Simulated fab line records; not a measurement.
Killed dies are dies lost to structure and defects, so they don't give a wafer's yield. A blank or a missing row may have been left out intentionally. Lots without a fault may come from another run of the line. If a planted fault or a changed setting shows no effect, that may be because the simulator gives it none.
Chamber matching :: flow sky130 :: pecvd-03 running SKY_PASSIVATION_CVD_02: 3 sister chambers
The step deposits Si3N4, target thk 540 nm. 6 wafers are shown with their chamber, then 10 later ones without.

== WAFERS PAIRED WITH THEIR CHAMBERS ==
wafer: L083.6
chamber: 2
heater_power_w (W): 618

wafer: L087.2
chamber: 2
heater_power_w (W): 642

wafer: L087.4
chamber: 1
heater_power_w (W): 903

wafer: L087.5
chamber: 0
heater_power_w (W): 637

wafer: L090.1
chamber: 0
heater_power_w (W): 779

wafer: L090.2
chamber: 1
heater_power_w (W): 901

== WAFERS WITH NO CHAMBER GIVEN ==
wafer: L090.3
heater_power_w (W): 664

wafer: L090.4
heater_power_w (W): 926

wafer: L090.5
heater_power_w (W): 685

wafer: L090.6
heater_power_w (W): 652

wafer: L092.4
heater_power_w (W): 646

wafer: L092.5
heater_power_w (W): 850

wafer: L092.6
heater_power_w (W): 736

wafer: L096.2
heater_power_w (W): 770

wafer: L096.4
heater_power_w (W): 930

wafer: L096.5
heater_power_w (W): 773

== WHICH CHAMBER EACH ONE RAN IN ==
wafer: L090.3
from the rows above: can't be placed: 2 or 0
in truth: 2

wafer: L090.4
from the rows above: 1
in truth: 1

wafer: L090.5
from the rows above: can't be placed: 0 or 2
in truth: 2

wafer: L090.6
from the rows above: can't be placed: 2 or 0
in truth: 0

wafer: L092.4
from the rows above: can't be placed: 2 or 0
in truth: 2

wafer: L092.5
from the rows above: can't be placed: 1 or 0
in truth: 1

wafer: L092.6
from the rows above: can't be placed: 0 or 2
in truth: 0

wafer: L096.2
from the rows above: can't be placed: 0 or 1 or 2
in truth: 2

wafer: L096.4
from the rows above: 1
in truth: 1

wafer: L096.5
from the rows above: can't be placed: 0 or 1 or 2
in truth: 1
2 of 10 placed correctly. These rows do not allow placing 8 (true chamber among the candidates in 8). Number placed wrongly: 0.
How it was worked out, from the rows above alone: a wafer's distance from a chamber is the root of the sum, over the readings, of the square of ((its reading less the chamber's mean) divided by the reading's scatter). The wafer belongs to the nearest chamber; if the next one is less than 2 further off, it can't be placed. Each chamber's mean is taken over the wafers shown for it. The scatter: the root of (the sum of the squares of (reading less its chamber's mean) over the shown wafers, divided by (wafers less chambers)).
